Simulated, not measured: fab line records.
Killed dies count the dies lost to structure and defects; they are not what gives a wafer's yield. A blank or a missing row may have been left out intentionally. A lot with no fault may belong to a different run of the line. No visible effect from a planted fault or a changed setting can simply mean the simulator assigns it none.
A struck lot beside a sound one -- flow sky130 -- 15 steps out of a route of 708
Sound: wafers L361.1, L361.3, L361.5. Wafers struck: L365.2, L365.4, L365.5. The cause is given at the end.
Order at every step that has rows: each side's tool, ch and its chambers, its first start. Under that, the readings that differ: sound wafers -- struck wafers -- difference of the means -- sigmas: that difference in standard deviations of wafers without a fault.
alike: readings with means less than 2 such deviations apart, plus words and numbers identical on both sides. not compared: withheld readings, readings lacking a value on some wafer, bounds such as >300 that could conceal the same value, and numbers that have no deviation in the record and whose values overlap.
Wherever a step has rows on one side only, a row that says differs or no value, or a row with sigmas, the two part there. Numbers that don't overlap but have no deviation are shown without sigmas and don't part them. A reading missing from all wafers of one side parts the sides only when that side holds two or more wafers.

first, 2 steps without rows for these wafers: SKY_METAL2_CLEAN_23 (cleans in O3/DIW); SKY_VIA2_HDPCVD_00 (deposits SiO2, target thk 1180 nm, time 196.7 s).
SKY_VIA2_THK_MEAS_01:
  sound on filmMetro-02, day 38 19:46; struck on filmMetro-02, day 39 20:24
  alike: VIA2_HDPCVD_THK
SKY_VIA2_CMP_02: polishes SiO2.
  sound on cmp-01 ch 1,2, day 38 19:53; struck on cmp-02 ch 0,2, day 39 20:30
  alike: motorCurrentA, retainingRingPressureFrac
SKY_VIA2_BOW_MEAS_03:
  sound on filmMetro-01, day 38 20:08; struck on filmMetro-04, day 39 20:46
  alike: VIA2_BOW
then, 7 steps without rows for these wafers: SKY_VIA2_DEHYDRATE_04 (time 60 s); SKY_VIA2_HMDS_05 (prime time 60 s); SKY_VIA2_COAT_06 (resist thk 60 nm); SKY_VIA2_COAT_07 (resist thk 450 nm); SKY_VIA2_SOFTBAKE_08 (time 90 s); SKY_VIA2_EXPOSE_09 (exposes mask VIM2, target cd 200 nm); SKY_VIA2_PEB_10.
SKY_VIA2_DEVELOP_11: develop time 60 s.
  sound on lithoTrack-01 ch 0, day 39 20:00; struck on lithoTrack-01 ch 0, day 40 21:00
reading,sound,struck,difference,sigmas
developerTempC (C),20.92 20.97 20.92,21.66 21.48 21.58,+0.64,+6
SKY_VIA2_CD_MEAS_12: target cd 200 nm.
  sound on cdSem-01, day 39 21:03; struck on cdSem-02, day 40 22:04
  alike: cdNm
-- the record jumps here: 8 days lie between the struck wafers' starts before and after (it left off in module VIA2 and takes up again in module PAD_OPEN, whose first step shown is number 708 of the route) --
SKY_PAD_OPEN_PROBE_99:
  sound on prober-01, day 48 13:19; struck on prober-02, day 49 09:32
  alike: defectLimitedYield, killed_at_M0_to_M3, killed_at_M4_up, killedAtContacts, killedAtFrontEnd, killedAtOther, killedDies, killedOnRim, killedOpen, killedShort, sort_bin_3_pad_short, sort_bin_5_function, sort_bin_6_memory, sortNPass, sortYieldPct

## WHERE THEY PART
Only at SKY_VIA2_DEVELOP_11, as far as this record shows. Later steps at which nothing parts them and some readings are alike: SKY_VIA2_CD_MEAS_12, SKY_PAD_OPEN_PROBE_99.

WHY: what had been put in by the simulator
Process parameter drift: lithoTrack-01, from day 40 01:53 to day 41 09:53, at SKY_VIA2_DEVELOP_11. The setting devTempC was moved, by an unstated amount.
